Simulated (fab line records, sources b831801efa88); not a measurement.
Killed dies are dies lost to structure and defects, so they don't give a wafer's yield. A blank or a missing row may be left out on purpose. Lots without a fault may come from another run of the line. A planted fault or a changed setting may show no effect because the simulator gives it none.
Which tool did it? | flow gf180mcu | 13 lots, 38 wafers sampled, at 3 steps of a route of 602

WHAT THE GAUGES READ, wafer by wafer
GF_M5_OVL_MEAS_08.
lot  | measured     | on         | M5_OVL (nm)
L622 | day 26 08:44 | overlay-02 | -1 2 -4
L624 | day 27 09:58 | overlay-01 | 6 0 2
L626 | day 28 01:25 | overlay-01 | 8 4 -3
L627 | day 28 04:23 | overlay-02 | 15 11 9
L628 | day 28 05:02 | overlay-02 | 0 0 -3
L632 | day 29 20:20 | overlay-01 | -3 -7 -5
L636 | day 30 19:08 | overlay-01 | 5 1 3
L638 | day 31 10:43 | overlay-02 | 7 4
L640 | day 31 23:35 | overlay-02 | 3 4 2
L639 | day 32 04:55 | overlay-02 | -5 -7 -10
L641 | day 32 06:13 | overlay-01 | -3 6 1
L643 | day 32 11:31 | overlay-01 | 9 2 -1
L644 | day 32 12:40 | overlay-01 | 4 0 4

WHICH TOOL RAN EACH LOT (tool, then ch and the chambers of the sampled wafers, then the start)
lot  | GF_MIM_SPUTTER_00            | GF_MIM_SPUTTER_04
L622 | pvd_sputter-03, day 24 13:09 | pvd_sputter-03, day 24 13:18
L624 | pvd_sputter-01, day 25 15:49 | pvd_sputter-01, day 25 16:00
L626 | pvd_sputter-01, day 26 07:41 | pvd_sputter-01, day 26 07:52
L627 | pvd_sputter-03, day 26 11:14 | pvd_sputter-03, day 26 11:25
L628 | pvd_sputter-02, day 26 12:10 | pvd_sputter-02, day 26 12:20
L632 | pvd_sputter-03, day 28 04:44 | pvd_sputter-03, day 28 04:55
L636 | pvd_sputter-01, day 29 04:37 | pvd_sputter-01, day 29 04:47
L638 | pvd_sputter-02, day 29 21:25 | pvd_sputter-02, day 29 21:35
L640 | pvd_sputter-01, day 30 12:13 | pvd_sputter-01, day 30 12:24
L639 | pvd_sputter-01, day 30 16:55 | pvd_sputter-01, day 30 17:06
L641 | pvd_sputter-03, day 30 18:07 | pvd_sputter-03, day 30 18:18
L643 | pvd_sputter-03, day 30 23:46 | pvd_sputter-03, day 30 23:56
L644 | pvd_sputter-02, day 31 00:18 | pvd_sputter-02, day 31 00:29
- GF_MIM_SPUTTER_00: material Ti, target thk 37.5 nm, time 150 s.
- GF_MIM_SPUTTER_04: material TiN, target thk 50 nm, time 41.7 s.

WHAT THE TOOLS THEMSELVES READ (means of the sampled wafers that have a number; where no wafer has one, the mark that the record gives instead)
GF_MIM_SPUTTER_00.
lot  | tool           | throttle_valve_pct (%)
L622 | pvd_sputter-03 | 29.2
L624 | pvd_sputter-01 | 28.6
L626 | pvd_sputter-01 | 29.2
L627 | pvd_sputter-03 | 29.1
L628 | pvd_sputter-02 | 31.2
L632 | pvd_sputter-03 | 30.2
L636 | pvd_sputter-01 | 29.8
L638 | pvd_sputter-02 | 30.4
L640 | pvd_sputter-01 | 30.3
L639 | pvd_sputter-01 | 29.6
L641 | pvd_sputter-03 | 29.3
L643 | pvd_sputter-03 | 30.9
L644 | pvd_sputter-02 | 29.4

GF_MIM_SPUTTER_04.
lot  | tool           | throttle_valve_pct (%)
L622 | pvd_sputter-03 | 29.3
L624 | pvd_sputter-01 | 28.7
L626 | pvd_sputter-01 | 29.0
L627 | pvd_sputter-03 | 29.1
L628 | pvd_sputter-02 | 31.2
L632 | pvd_sputter-03 | 30.0
L636 | pvd_sputter-01 | 30.0
L638 | pvd_sputter-02 | 30.7
L640 | pvd_sputter-01 | 30.2
L639 | pvd_sputter-01 | 29.4
L641 | pvd_sputter-03 | 29.3
L643 | pvd_sputter-03 | 30.8
L644 | pvd_sputter-02 | 29.3

THE ANSWER, worked out from the rows above alone
Rule: what is usual is taken from the lots themselves. Put in order of their means at a reading, lots are off if they are a third of the lots or fewer, leave a main group of 4 or more, and stand apart from it by a gap of 3 or more times the standard deviation of the main group's means; of several such gaps the widest counts. A main group whose means are all the same, to the digits that the tables above print for the reading, isn't used. A lot without any number at a reading at which 4 lots or more have one is off too. The other lots that the step has rows for count as sound. The gauges are gone through in route order, then the tools' own readings, and for those a lot's mean is taken as printed above. The first step at which some lot is off is used, and at that step the reading that is off furthest; a lot without a number counts as furthest.
No lot is off at any reading shown: from this, nothing can be told.

WHAT THE SIMULATOR HAD PUT IN
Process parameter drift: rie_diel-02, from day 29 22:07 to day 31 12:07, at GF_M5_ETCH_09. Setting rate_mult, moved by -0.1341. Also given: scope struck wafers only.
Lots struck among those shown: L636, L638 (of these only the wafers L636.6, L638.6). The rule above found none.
